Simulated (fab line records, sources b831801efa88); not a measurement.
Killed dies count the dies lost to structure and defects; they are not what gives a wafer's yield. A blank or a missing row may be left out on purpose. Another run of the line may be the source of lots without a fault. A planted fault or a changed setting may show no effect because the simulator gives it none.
Which of the tools did it? | flow gf180mcu | 18 wafers from 6 lots sampled at 4 of the route's 602 steps

## WHAT THE GAUGES READ, wafer by wafer
GF_TOP_METAL_CD_MEAS_14 targets a cd of 440 nm.
lot  | measured     | on        | cd-nm (nm)
L248 | day 28 09:32 | cd-sem-02 | 442.2 439.9 440.8
L250 | day 29 05:53 | cd-sem-01 | 439.1 439.1 440.1
L257 | day 31 09:41 | cd-sem-01 | 331.0 355.5 395.9
L262 | day 32 14:53 | cd-sem-02 | 446.1 444.7 440.6
L268 | day 33 19:10 | cd-sem-01 | 440.8 441.1 441.8
L270 | day 34 06:58 | cd-sem-01 | 444.0 443.0 442.9

## EACH LOT AND THE TOOL THAT RAN IT (in order: tool; ch and the chambers of the sampled wafers; start)
lot  | GF_V4_SPUTTER_22             | GF_M5_ETCH_09                      | GF_TOP_METAL_EXPOSE_11
L248 | pvd-sputter-03, day 24 18:27 | rie-diel-04 ch 0,1,3, day 26 14:13 | iline-stepper-01 ch 0, day 28 00:10
L250 | pvd-sputter-03, day 25 16:51 | rie-diel-01 ch 0,1,3, day 27 11:54 | iline-stepper-02 ch 0, day 28 20:06
L257 | pvd-sputter-03, day 28 02:32 | rie-diel-01 ch 0,1,3, day 29 17:43 | iline-stepper-01 ch 0, day 31 01:16
L262 | pvd-sputter-03, day 29 11:18 | rie-diel-04 ch 1,2,3, day 31 01:28 | iline-stepper-02 ch 0, day 32 06:53
L268 | pvd-sputter-03, day 30 21:14 | rie-diel-04 ch 1,2, day 32 09:16   | iline-stepper-01 ch 0, day 33 11:46
L270 | pvd-sputter-04, day 31 10:16 | rie-diel-01 ch 0,1, day 32 21:04   | iline-stepper-01 ch 0, day 33 23:56
- GF_V4_SPUTTER_22: material TiN, target thk 10 nm, time 40 s.
- GF_M5_ETCH_09: etches Si3N4 in CF4/O2, target depth 52 nm, time 11.6 s.
- GF_TOP_METAL_EXPOSE_11: exposes mask MetalTop, target cd 440 nm.

## THE ANSWER, worked out from the rows above alone
Rule: the usual values come from the lots themselves. Put in order of their means at a reading, lots are off if they are a third of the lots or fewer, leave a main group of 4 or more, and stand apart from it by a gap of 3 or more times the standard deviation of the main group's means; of several such gaps the widest counts. A main group whose means are all the same, to the digits that the tables above print for the reading, isn't used. Also off: a lot with no number at a reading for which 4 or more lots have one. Any other lot the step has rows for is counted as sound.
Off at GF_TOP_METAL_CD_MEAS_14 (cd-nm): L257. The main group has a mean of 441.7 nm with a standard deviation of 1.6.
A tool fits if, at a process step before that reading, it ran every lot that is off, and no sound lot after the first of them. The gauges at GF_TOP_METAL_CD_MEAS_14 are tried like those tools. No candidate that was tried fits.

## WHAT THE SIMULATOR PUT IN
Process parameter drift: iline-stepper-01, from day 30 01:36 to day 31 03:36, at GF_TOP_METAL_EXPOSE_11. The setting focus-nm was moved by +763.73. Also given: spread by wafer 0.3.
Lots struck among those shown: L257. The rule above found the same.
